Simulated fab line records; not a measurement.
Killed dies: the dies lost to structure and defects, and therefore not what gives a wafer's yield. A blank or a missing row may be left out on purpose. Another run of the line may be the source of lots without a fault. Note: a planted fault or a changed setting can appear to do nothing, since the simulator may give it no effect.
Problem report, 8D (eight disciplines) form, completed by code    flow gf180mcu    the parts of the form that need people (team, actions taken, sign-off) are left out

1. THE ISSUE
Wafers free of any fault read 0.326 ohm/sq (standard deviation 0.004) for V4_W_RS at GF_V4_RS_MEAS_24, against a mean of 0.209 ohm/sq on 2 wafers of 2 lots. That is -29 standard deviations from the usual mean.
The step: measures by four-point-probe.
The first sign was on wafer L205.5 at day 26 21:11, on film-metro-01. At this step, 32 wafers from 11 lots have a number in the record. Rule for "out" (also "out of limits"): further than 4 standard deviations from the usual mean. The rest of the wafers with a number are treated as sound.

2. WHAT IT IS AND WHAT IT IS NOT
question                     is                 is not
which readings at this step  V4_W_RS            -
which lots                   L205, L208         L199, L201, L202, L204, L213, L216, L218, L220, L221
which wafers of those lots   L205.5, L208.5     L205.1, L205.3, L208.3
read on which gauges         film-metro-01      film-metro-03, film-metro-04
when                         from day 26 21:11  up to then (14 sound wafers); but 16 sound wafers of L208, L213, L216, L218, L220, L221 came after

3. WHAT RULES OUT EACH SUSPECT
Counting: if a tool at a process step up to the reading ran every lot that is out, it stays a suspect. Sound lots after the first of them don't rule it out here, since some wafers of a struck lot are sound.
- the gauge at GF_V4_RS_MEAS_24 is ruled out. All the wafers that are out were read on film-metro-01, but those of them that GF_V4_CMP_26 has rows for are out there too, on other tools.
- cvd-w-01 at GF_V4_CVD_23 (deposits W, target thk 350 nm, time 104.9 s): kept. It processed each lot that is out (first: L205, day 26 21:04); up to then, its last sound lot is L202 (day 26 00:34).
Remaining after the count: cvd-w-01 at GF_V4_CVD_23.

4. THE CAUSE (what the simulator had put in)
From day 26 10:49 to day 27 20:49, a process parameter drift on cvd-w-01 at GF_V4_CVD_23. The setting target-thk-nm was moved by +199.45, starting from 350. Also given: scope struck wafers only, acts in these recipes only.
The count eliminated every tool but this one.

5. THE CHAIN OF EFFECTS, in route order
Rows list readings where the struck wafers' mean (over those with a number) sits beyond 3 standard deviations from the usual. Only readings for which the record gives a usual standard deviation are gone through. hours: the time from each lot's start at the first step in this table that gives one to its start at this step, as a median over the lots. sigmas: the change in usual standard deviations.
hours  step               reading             usual         on struck wafers  change  sigmas
0      GF_V4_RS_MEAS_24   V4_W_RS             0.326 ohm/sq  0.209             -0.117  -29
4      GF_V4_THK_MEAS_25  V4_W_THK            351 nm        559               +208    +30
7      GF_V4_CMP_26       time-to-endpoint-s  83 s          132               +49     +15
It contains these process steps:
- GF_V4_CMP_26: polishes, stops on SiO2, t overpolish 15 s, target thk 0 nm.

6. HOW IT WOULD HAVE BEEN CAUGHT EARLIER
The first out-of-limits reading at a measuring or inspecting step in this record came at day 26 21:11, 10 hours after the fault's start at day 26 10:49.
An alarm limit of 4 standard deviations would not have fired on the tool readings at GF_V4_CVD_23 for which the record gives a usual standard deviation, since none of them was out on any struck wafer.
Lots out: 2; of these, L208 started GF_V4_CVD_23 on cvd-w-01 after day 26 21:11. Had the tool been put on hold then, it would have been spared.
